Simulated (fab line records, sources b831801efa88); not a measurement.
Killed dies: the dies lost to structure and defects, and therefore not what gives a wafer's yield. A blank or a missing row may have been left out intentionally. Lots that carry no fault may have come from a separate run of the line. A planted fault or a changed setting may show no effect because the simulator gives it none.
fab line records | flow sky130
record lots=14 | wafers=42 | last-day=50
route steps=708 shown NWELL@79 SONOS_TUNNEL@160 POLY_CUT@315 RES_XHIGH@341
lots that met no fault: from a run of the same line without faults
start-h: hours from the record's opening day to when the first of the lot's shown wafers began | wait-h: hours elapsed since this lot's preceding step | " repeats the value in the row above | L1.1+2: a row that stands for several wafers | - no value, or no start was given | * or withheld: withheld | < > ~ a bound
route shown NAME@n: names a module that has steps shown in the file, with the first one's number in the route | usual: mean and standard deviation over wafers with no fault | same: alike in all rows | chamber/n: place in a boat | sites: the reading at each site | _std_site: how widely they spread, as a standard deviation | _edge_site: outer sites' mean less inner sites' | radius-mm: how far each site lies from the wafer's centre | mask NAME#n: copy n | behind: the most recent tool/chamber to have shaped the wafer | hold: the reason the lot was held/the length of the hold in hours/how it ended | device: the transistor (n, p or np) that didn't switch | end of line: the route-end tests of the same wafers | a step without rows: its recipe alone | killed: the dies lost at the first sort to structure and to defects; this is not the yield of the wafer | map: the dies of a wafer, with x for killed, . for not killed, _ for no die there
set.NAME: the setting that was run; set.NAME@STEP: the one run at that earlier step | model.NAME: the simulator's own value behind a step, which no gauge read
steps of the route over a sample of lots; a table a step, a row a wafer
## steps
# step SKY_NWELL_TW_MEAS_26
# usual NWELL_2_TW=497/4.4
lot.wafer | tool          | chamber | start-h | wait-h | NWELL_2_TW
L208.2    | film-metro-01 | -       | 101.33  | 0.1    | 494
L208.3    | "             | -       | "       | "      | 494
L208.4    | "             | -       | "       | "      | 499
L209.1    | film-metro-04 | -       | 108.82  | 0.1    | 496
L209.5    | "             | -       | "       | "      | 493
L209.6    | "             | -       | "       | "      | 495
L211.2    | film-metro-04 | -       | 119.58  | 0.1    | 497
L211.4    | "             | -       | "       | "      | 493
L211.5    | "             | -       | "       | "      | 496
L212.1    | film-metro-04 | -       | 127.72  | 0.1    | 492
L212.3    | "             | -       | "       | "      | 489
L212.4    | "             | -       | "       | "      | 491
L213.3    | film-metro-01 | -       | 134.19  | 0.1    | 494
L213.4    | "             | -       | "       | "      | 496
L213.5    | "             | -       | "       | "      | 496
L214.3    | film-metro-01 | -       | 146.24  | 0.1    | 496
L214.5    | "             | -       | "       | "      | 499
L214.6    | "             | -       | "       | "      | 496
L216.3    | film-metro-01 | -       | 153.62  | 0.1    | 500
L216.5    | "             | -       | "       | "      | 498
L216.6    | "             | -       | "       | "      | 497
L215.1    | film-metro-01 | -       | 153.98  | 0.1    | 499
L215.4    | "             | -       | "       | "      | 499
L215.5    | "             | -       | "       | "      | 498
L219.2    | film-metro-01 | -       | 171.06  | 0.1    | 495
L219.3    | "             | -       | "       | "      | 500
L219.4    | "             | -       | "       | "      | 496
L221.1    | film-metro-04 | -       | 184.92  | 0.1    | 491
L221.3    | "             | -       | "       | "      | 491
L221.6    | "             | -       | "       | "      | 492
L223.1    | film-metro-01 | -       | 196.22  | 0.1    | 498
L223.2    | "             | -       | "       | "      | 498
L223.5    | "             | -       | "       | "      | 498
L225.1    | film-metro-01 | -       | 213.32  | 0.1    | 499
L225.3    | "             | -       | "       | "      | 496
L225.6    | "             | -       | "       | "      | 498
L229.2    | film-metro-02 | -       | 233.28  | 0.1    | 499
L229.3    | "             | -       | "       | "      | 499
L229.4    | "             | -       | "       | "      | 502
L230.3    | film-metro-04 | -       | 235.14  | 0.1    | 488
L230.4    | "             | -       | "       | "      | 492
L230.5    | "             | -       | "       | "      | 488
# step SKY_SONOS_TUNNEL_DEVELOP_06
# recipe resist=NOVOLAK | developer=TMAH | develop-time-s=60 | dev-temp-c=23
# usual chill-plate-temp-C=22.99/0.11
lot.wafer | tool           | chamber | start-h | wait-h | chill-plate-temp-C
L208.2    | litho-track-03 | 0       | 253.71  | 0.1    | 22.81
L208.3    | "              | 0       | "       | "      | 22.84
L208.4    | "              | 0       | "       | "      | 22.85
L209.1    | litho-track-04 | 0       | 254.82  | 0.1    | 22.86
L209.5    | "              | 0       | "       | "      | 22.77
L209.6    | "              | 0       | "       | "      | 22.85
L211.2    | litho-track-03 | 0       | 275.81  | 0.1    | 23.20
L211.4    | "              | 0       | "       | "      | 23.01
L211.5    | "              | 0       | "       | "      | 23.12
L212.1    | litho-track-04 | 0       | 279.62  | 0.1    | 23.18
L212.3    | "              | 0       | "       | "      | 23.06
L212.4    | "              | 0       | "       | "      | 23.03
L213.3    | litho-track-04 | 0       | 281.92  | 0.1    | 23.12
L213.4    | "              | 0       | "       | "      | 23.06
L213.5    | "              | 0       | "       | "      | 23.10
L214.3    | litho-track-01 | 0       | 304.88  | 0.1    | 23.18
L214.5    | "              | 0       | "       | "      | 23.17
L214.6    | "              | 0       | "       | "      | 23.04
L216.3    | litho-track-03 | 0       | 307.74  | 0.1    | 23.13
L216.5    | "              | 0       | "       | "      | 23.05
L216.6    | "              | 0       | "       | "      | 23.12
L215.1    | litho-track-01 | 0       | 309.68  | 0.1    | 22.86
L215.4    | "              | 0       | "       | "      | 22.96
L215.5    | "              | 0       | "       | "      | 23.03
L219.2    | litho-track-03 | 0       | 332.81  | 0.1    | 22.91
L219.3    | "              | 0       | "       | "      | 23.09
L219.4    | "              | 0       | "       | "      | 23.03
L221.1    | litho-track-04 | 0       | 358.32  | 0.1    | 22.84
L221.3    | "              | 0       | "       | "      | 22.96
L221.6    | "              | 0       | "       | "      | 22.92
L223.1    | litho-track-03 | 0       | 365.14  | 0.1    | 23.10
L223.2    | "              | 0       | "       | "      | 23.04
L223.5    | "              | 0       | "       | "      | 22.88
L225.1    | litho-track-03 | 0       | 387.04  | 0.1    | 22.85
L225.3    | "              | 0       | "       | "      | 22.87
L225.6    | "              | 0       | "       | "      | 22.94
L229.2    | litho-track-01 | 0       | 416.96  | 0.1    | 22.97
L229.3    | "              | 0       | "       | "      | 23.02
L229.4    | "              | 0       | "       | "      | 23.10
L230.3    | litho-track-04 | 0       | 419.97  | 0.1    | 22.83
L230.4    | "              | 0       | "       | "      | 23.00
L230.5    | "              | 0       | "       | "      | 22.82
# step SKY_SONOS_TUNNEL_CD_MEAS_07
# recipe target-cd-nm=410
# usual cd-nm=410.5/2.3
lot.wafer | tool      | chamber | start-h | wait-h | cd-nm
L208.2    | cd-sem-02 | -       | 253.86  | 0.1    | 411.0
L208.3    | "         | -       | "       | "      | 408.1
L208.4    | "         | -       | "       | "      | 410.4
L209.1    | cd-sem-02 | -       | 254.97  | 0.1    | 409.1
L209.5    | "         | -       | "       | "      | 408.1
L209.6    | "         | -       | "       | "      | 408.7
L211.2    | cd-sem-02 | -       | 275.96  | 0.1    | 406.3
L211.4    | "         | -       | "       | "      | 406.3
L211.5    | "         | -       | "       | "      | 405.9
L212.1    | cd-sem-01 | -       | 279.77  | 0.1    | 410.4
L212.3    | "         | -       | "       | "      | 410.2
L212.4    | "         | -       | "       | "      | 412.2
L213.3    | cd-sem-02 | -       | 282.06  | 0.1    | 408.1
L213.4    | "         | -       | "       | "      | 410.0
L213.5    | "         | -       | "       | "      | 408.5
L214.3    | cd-sem-01 | -       | 305.02  | 0.1    | 409.4
L214.5    | "         | -       | "       | "      | 412.8
L214.6    | "         | -       | "       | "      | 413.3
L216.3    | cd-sem-01 | -       | 307.88  | 0.1    | 407.0
L216.5    | "         | -       | "       | "      | 408.2
L216.6    | "         | -       | "       | "      | 409.5
L215.1    | cd-sem-02 | -       | 309.83  | 0.1    | 412.1
L215.4    | "         | -       | "       | "      | 412.4
L215.5    | "         | -       | "       | "      | 413.2
L219.2    | cd-sem-02 | -       | 332.96  | 0.1    | 413.3
L219.3    | "         | -       | "       | "      | 411.4
L219.4    | "         | -       | "       | "      | 412.4
L221.1    | cd-sem-02 | -       | 358.47  | 0.1    | 412.2
L221.3    | "         | -       | "       | "      | 413.4
L221.6    | "         | -       | "       | "      | 413.2
L223.1    | cd-sem-01 | -       | 365.29  | 0.1    | 389.3
L223.2    | "         | -       | "       | "      | 387.0
L223.5    | "         | -       | "       | "      | 386.7
L225.1    | cd-sem-01 | -       | 387.19  | 0.1    | 382.8
L225.3    | "         | -       | "       | "      | 385.2
L225.6    | "         | -       | "       | "      | 385.2
L229.2    | cd-sem-01 | -       | 417.10  | 0.1    | 407.0
L229.3    | "         | -       | "       | "      | 408.3
L229.4    | "         | -       | "       | "      | 406.6
L230.3    | cd-sem-02 | -       | 420.11  | 0.1    | 408.2
L230.4    | "         | -       | "       | "      | 410.6
L230.5    | "         | -       | "       | "      | 412.2
# step SKY_POLY_CUT_CD_MEAS_08
# recipe target-cd-nm=270
# usual cd-nm=269.7/1.5
lot.wafer | tool      | chamber | start-h | wait-h | cd-nm
L208.2    | cd-sem-01 | -       | 564.55  | -      | 268.9
L208.3    | "         | -       | "       | "      | 270.1
L208.4    | "         | -       | "       | "      | 269.3
L209.1    | cd-sem-02 | -       | 564.78  | -      | 269.6
L209.5    | "         | -       | "       | "      | 269.1
L209.6    | "         | -       | "       | "      | 269.5
L211.2    | cd-sem-01 | -       | 586.59  | -      | 272.1
L211.4    | "         | -       | "       | "      | 271.9
L211.5    | "         | -       | "       | "      | 271.3
L212.1    | cd-sem-02 | -       | 593.17  | -      | 268.9
L212.3    | "         | -       | "       | "      | 267.1
L212.4    | "         | -       | "       | "      | 267.0
L213.3    | cd-sem-02 | -       | 596.87  | -      | 267.3
L213.4    | "         | -       | "       | "      | 267.0
L213.5    | "         | -       | "       | "      | 268.9
L214.3    | cd-sem-02 | -       | 622.72  | -      | 268.9
L214.5    | "         | -       | "       | "      | 270.5
L214.6    | "         | -       | "       | "      | 268.0
L216.3    | cd-sem-01 | -       | 622.81  | -      | 270.1
L216.5    | "         | -       | "       | "      | 269.9
L216.6    | "         | -       | "       | "      | 270.3
L215.1    | cd-sem-01 | -       | 625.33  | -      | 270.2
L215.4    | "         | -       | "       | "      | 271.3
L215.5    | "         | -       | "       | "      | 269.7
L219.2    | cd-sem-01 | -       | 650.40  | -      | 271.1
L219.3    | "         | -       | "       | "      | 271.6
L219.4    | "         | -       | "       | "      | 272.4
L221.1    | cd-sem-01 | -       | 673.52  | -      | 270.1
L221.3    | "         | -       | "       | "      | 270.6
L221.6    | "         | -       | "       | "      | 270.8
L223.1    | cd-sem-01 | -       | 681.28  | -      | 268.7
L223.2    | "         | -       | "       | "      | 267.5
L223.5    | "         | -       | "       | "      | 268.6
L225.1    | cd-sem-02 | -       | 701.27  | -      | 268.1
L225.3    | "         | -       | "       | "      | 269.4
L225.6    | "         | -       | "       | "      | 269.1
L229.2    | cd-sem-01 | -       | 732.25  | -      | 268.4
L229.3    | "         | -       | "       | "      | 268.6
L229.4    | "         | -       | "       | "      | 269.8
L230.3    | cd-sem-01 | -       | 734.16  | -      | 269.0
L230.4    | "         | -       | "       | "      | 269.4
L230.5    | "         | -       | "       | "      | 269.2
# step SKY_RES_XHIGH_TW_MEAS_09
# usual RES_XHIGH_TW=1643/15
lot.wafer | tool          | chamber | start-h | wait-h | RES_XHIGH_TW
L208.2    | film-metro-04 | -       | 624.64  | 0.1    | 1614
L208.3    | "             | -       | "       | "      | 1613
L208.4    | "             | -       | "       | "      | 1613
L209.1    | film-metro-03 | -       | 624.79  | 0.1    | 1636
L209.5    | "             | -       | "       | "      | 1642
L209.6    | "             | -       | "       | "      | 1630
L211.2    | film-metro-02 | -       | 645.28  | 0.1    | 1666
L211.4    | "             | -       | "       | "      | 1660
L211.5    | "             | -       | "       | "      | 1660
L212.1    | film-metro-02 | -       | 651.32  | 0.1    | 1658
L212.3    | "             | -       | "       | "      | 1661
L212.4    | "             | -       | "       | "      | 1655
L213.3    | film-metro-03 | -       | 655.71  | 0.1    | 1653
L213.4    | "             | -       | "       | "      | 1649
L213.5    | "             | -       | "       | "      | 1653
L214.3    | film-metro-03 | -       | 680.56  | 0.1    | 1640
L214.5    | "             | -       | "       | "      | 1648
L214.6    | "             | -       | "       | "      | 1634
L216.3    | film-metro-02 | -       | 680.60  | 0.1    | 1656
L216.5    | "             | -       | "       | "      | 1656
L216.6    | "             | -       | "       | "      | 1658
L215.1    | film-metro-03 | -       | 682.63  | 0.1    | 1647
L215.4    | "             | -       | "       | "      | 1637
L215.5    | "             | -       | "       | "      | 1637
L219.2    | film-metro-02 | -       | 705.74  | 0.1    | 1666
L219.3    | "             | -       | "       | "      | 1658
L219.4    | "             | -       | "       | "      | 1647
L221.1    | film-metro-04 | -       | 729.57  | 0.1    | 1622
L221.3    | "             | -       | "       | "      | 1630
L221.6    | "             | -       | "       | "      | 1635
L223.1    | film-metro-02 | -       | 738.03  | 0.1    | 1657
L223.2    | "             | -       | "       | "      | 1661
L223.5    | "             | -       | "       | "      | 1662
L225.1    | film-metro-03 | -       | 756.29  | 0.1    | 1636
L225.3    | "             | -       | "       | "      | 1638
L225.6    | "             | -       | "       | "      | 1639
L229.2    | film-metro-03 | -       | 786.54  | 0.1    | 1636
L229.3    | "             | -       | "       | "      | 1631
L229.4    | "             | -       | "       | "      | 1648
L230.3    | film-metro-02 | -       | 788.70  | 0.1    | 1647
L230.4    | "             | -       | "       | "      | 1655
L230.5    | "             | -       | "       | "      | 1663
## key
first-sign step=SKY_SONOS_TUNNEL_CD_MEAS_07 | reading=cd-nm | direction=down | sigmas=11 | usual=410.5 | struck=386.0
effect none on later readings
met-at SKY_SONOS_TUNNEL_DEVELOP_06
struck-lots L223,L225
tester-left-out L223,L225
not-acting-at SKY_NWELL_TW_MEAS_26,SKY_POLY_CUT_CD_MEAS_08,SKY_RES_XHIGH_TW_MEAS_09
onset-between 332.81 365.14
fault kind=process-parameter-drift | tool=litho-track-03 | chamber=- | onset-h=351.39 | steps=SKY_SONOS_TUNNEL_DEVELOP_06 | channel=develop-time-s | offset=* | shape=step | end-h=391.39 | acts-in=* | stated=*
# tester-left-out: of these lots the tester's yield and bins aren't shown, on N5 and GAA mostly nor the transistor test; their killed dies are dies lost to structure and defects alone, not to doping, threshold or leakage, so they don't give the yield
